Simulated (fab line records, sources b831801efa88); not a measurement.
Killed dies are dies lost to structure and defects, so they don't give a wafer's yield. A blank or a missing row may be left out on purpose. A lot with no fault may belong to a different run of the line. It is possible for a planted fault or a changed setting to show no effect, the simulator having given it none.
Struck lot and sound lot, side by side    flow sfq-line    42 out of 325 route steps
Sound: the wafers L117.2, L117.5, L117.6. Struck: wafers L111.1, L111.4, L111.6. Last of all comes the cause.
Order at every step that has rows: each side's tool, ch and its chambers, its first start. Under that, the readings that differ: sound wafers    struck wafers    difference of the means    sigmas: that difference in standard deviations of wafers without a fault.
alike: same words and numbers on both sides, and readings whose means sit less than 2 such deviations apart. not compared: any withheld reading, any reading some wafer has no value for, any bound like >300 that may hide the same value, and any number with overlapping values for which the record gives no deviation.
A row with sigmas, a row that says differs or no value, or rows on one side alone: a step with any of these is where the two part. When numbers do not overlap yet have no deviation, they are printed without sigmas and do not part them. Lack of a reading on every wafer of one side parts them only where that side has two or more wafers.

first, 1 step without rows for these wafers: SFQ_TRILAYER_I4_CMP_CMP_100 (polishes SiO2).
SFQ_I4_BOW_MEAS_927:
  sound: film-metro-01 at day 46 03:54; struck: film-metro-01 at day 38 08:34
reading      sound     struck   difference  sigmas
I4_BOW (um)  20 31 21  5 -4 -3  -25         -2
SFQ_TRILAYER_I4_METRO_MEASURE_101:
  sound: film-metro-01 at day 46 04:12; struck: film-metro-01 at day 38 08:41
  alike: thk-nm
then, 6 steps without rows for these wafers: SFQ_TRILAYER_I4_VIA_LITHO_COAT_108 (resist thk 62 nm); SFQ_TRILAYER_I4_VIA_LITHO_COAT_103 (resist thk 650 nm); SFQ_TRILAYER_I4_VIA_LITHO_SOFTBAKE_107; SFQ_TRILAYER_I4_VIA_LITHO_EXPOSE_104 (exposes mask I4, target cd 700 nm); SFQ_TRILAYER_I4_VIA_LITHO_PEB_106 (peb time 60 s); SFQ_TRILAYER_I4_VIA_LITHO_DEVELOP_105 (time 60 s).
SFQ_I4_OVL_MEAS_928:
  sound: overlay-02 at day 46 12:25; struck: overlay-02 at day 39 04:32
  alike: I4_OVL
then, 1 step without rows for these wafers: SFQ_TRILAYER_I4_VIA_BARC_OPEN_VIA_ETCH_146 (etches BARC in O2, target depth 125 nm, time 41.7 s).
SFQ_TRILAYER_I4_VIA_ETCH_VIA_ETCH_106: etches SiO2 in CHF3, stops on Nb, target depth 260 nm.
  sound on rie-diel-02 ch 0,2,3, day 46 12:29; struck on rie-diel-02 ch 1,2, day 39 04:36
  alike: drypump-motor-current-A, oes-product-au
SFQ_TRILAYER_I4_VIA_STRIP_STRIP_107: strips in O2.
  sound on rie-metal-02 ch 0,1, day 46 12:37; struck on rie-metal-03 ch 0,1, day 39 04:43
  no value came back on the struck wafers for chamber-pressure-mTorr (mTorr), drypump-motor-current-A (A), oes-product-au (a.u.); on the sound wafers chamber-pressure-mTorr (mTorr) reads 50.08 49.93 50.07
reading                                                   sound  struck             difference  sigmas
model.KrF_of_TRILAYER_I4_VIA_LITHO_COAT_103.thk-nm (nm)   0 0 0  527.8 528.7 526.5  +527.7      
model.BARC_of_TRILAYER_I4_VIA_LITHO_COAT_108.thk-nm (nm)  0 0 0  61.93 62.02 62.1   +62.02      
  not compared: rf-hours-counter-h
then, 5 steps without rows for these wafers: SFQ_TRILAYER_I4_VIA_STRIP_SOLV_CLEAN_108 (cleans in NMP, time 600 s); SFQ_TRILAYER_JJ_TRILAYER_DEP_PRE_CLEAN_113 (time 22.5 s); SFQ_TRILAYER_JJ_TRILAYER_DEP_SPUTTER_109 (material Nb, target thk 150 nm, time 100 s); SFQ_TRILAYER_JJ_TRILAYER_DEP_SPUTTER_110 (material Al, target thk 8 nm, time 10 s); SFQ_TRILAYER_JJ_TRILAYER_DEP_AL_OXIDATION_111 (oxidation time 600 s).
SFQ_TRILAYER_JJ_TRILAYER_DEP_SPUTTER_112: material Nb, target thk 170 nm, time 113.3 s.
  sound: pvd-sputter-04 at day 46 14:30; struck: pvd-sputter-05 at day 39 06:37
  alike: throttle-valve-pct
SFQ_JJ_RS_MEAS_929: the measuring method here is four-point-probe.
  sound: film-metro-03 at day 46 14:36; struck: film-metro-04 at day 39 06:42
  alike: JJ_NB_RS
then, 6 steps without rows for these wafers: SFQ_TRILAYER_JJ_CE_LITHO_COAT_119 (resist thk 62 nm); SFQ_TRILAYER_JJ_CE_LITHO_COAT_114 (resist thk 600 nm); SFQ_TRILAYER_JJ_CE_LITHO_SOFTBAKE_118; SFQ_TRILAYER_JJ_CE_LITHO_EXPOSE_115 (exposes mask J5, target cd 700 nm); SFQ_TRILAYER_JJ_CE_LITHO_PEB_117 (peb time 60 s); SFQ_TRILAYER_JJ_CE_LITHO_DEVELOP_116 (time 60 s).
SFQ_JJ_OVL_MEAS_931:
  sound: overlay-01 at day 48 01:44; struck: overlay-01 at day 39 16:55
  alike: J5_OVL
then, 2 steps without rows for these wafers: SFQ_TRILAYER_JJ_CE_METRO_MEASURE_117; SFQ_TRILAYER_JJ_CE_BARC_OPEN_RIE_150 (chemistry O2, target BARC, target depth 240 nm, time 80 s).
SFQ_TRILAYER_JJ_CE_ETCH_RIE_118: chemistry SF6, target Nb, stops on Al2O3, time 97.7 s, target depth 170 nm.
  sound on rie-metal-01 ch 0,1, day 48 03:04; struck on rie-metal-02 ch 1, day 39 18:15
  alike: drypump-motor-current-A, oes-product-au
  not compared: rf-hours-counter-h
then, 9 steps without rows for these wafers: SFQ_TRILAYER_JJ_ANODIZE_ANODIZE_119; SFQ_TRILAYER_JJ_CE_STRIP_STRIP_120 (strips in O2); SFQ_TRILAYER_JJ_CE_STRIP_SOLV_CLEAN_121 (cleans in NMP, time 600 s); SFQ_TRILAYER_M5_LITHO_COAT_128 (resist thk 62 nm); SFQ_TRILAYER_M5_LITHO_COAT_123 (resist thk 600 nm); SFQ_TRILAYER_M5_LITHO_SOFTBAKE_127; SFQ_TRILAYER_M5_LITHO_EXPOSE_124 (exposes mask M5, target cd 700 nm); SFQ_TRILAYER_M5_LITHO_PEB_126 (peb time 60 s); SFQ_TRILAYER_M5_LITHO_DEVELOP_125 (time 60 s).
-- the record jumps here: 6 days lie between the struck wafers' starts before and after --
SFQ_M5_OVL_MEAS_932:
  sound: overlay-01 at day 48 10:08; struck: overlay-02 at day 45 13:11
  alike: M5_OVL
SFQ_TRILAYER_M5_BARC_OPEN_METAL_ETCH_161: etches BARC in O2, target depth 125 nm, time 41.7 s.
  sound on rie-metal-02 ch 0,1, day 48 10:10; struck on rie-metal-04 ch 0,1, day 45 13:13
  alike: drypump-motor-current-A, oes-product-au
  not compared: rf-hours-counter-h
-- the record jumps here: 25 days lie between the struck wafers' starts before and after --
SFQ_M8_BOW_MEAS_951:
  sound: film-metro-01 at day 75 04:15; struck: film-metro-03 at day 70 13:32
reading                  sound               struck             difference  sigmas
M8_BOW (um)              24 35 27            5 -6 -6            -31         -3
model.etest.m5.ohm-sq    1.195 1.188 1.194   1e+06 1e+06 1e+06  +1e+06      
model.etest.m5.ohm-um    1.708 1.707 1.705   1e+06 1e+06 1e+06  +1e+06      
model.etest.i4.link-ohm  2.156 2.157 2.162   1e+06 1e+06 1e+06  +1e+06      
model.etest.i5.link-ohm  2.296 2.279 2.281   1e+06 1e+06 1e+06  +1e+06      
model.etest.jj.g-times   0.993 0.9968 0.994  0 0 0              -1          

== WHERE THEY PART ==
First at SFQ_I4_BOW_MEAS_927; last, within this record, at SFQ_M8_BOW_MEAS_951.

WHY: the cause the simulator had injected
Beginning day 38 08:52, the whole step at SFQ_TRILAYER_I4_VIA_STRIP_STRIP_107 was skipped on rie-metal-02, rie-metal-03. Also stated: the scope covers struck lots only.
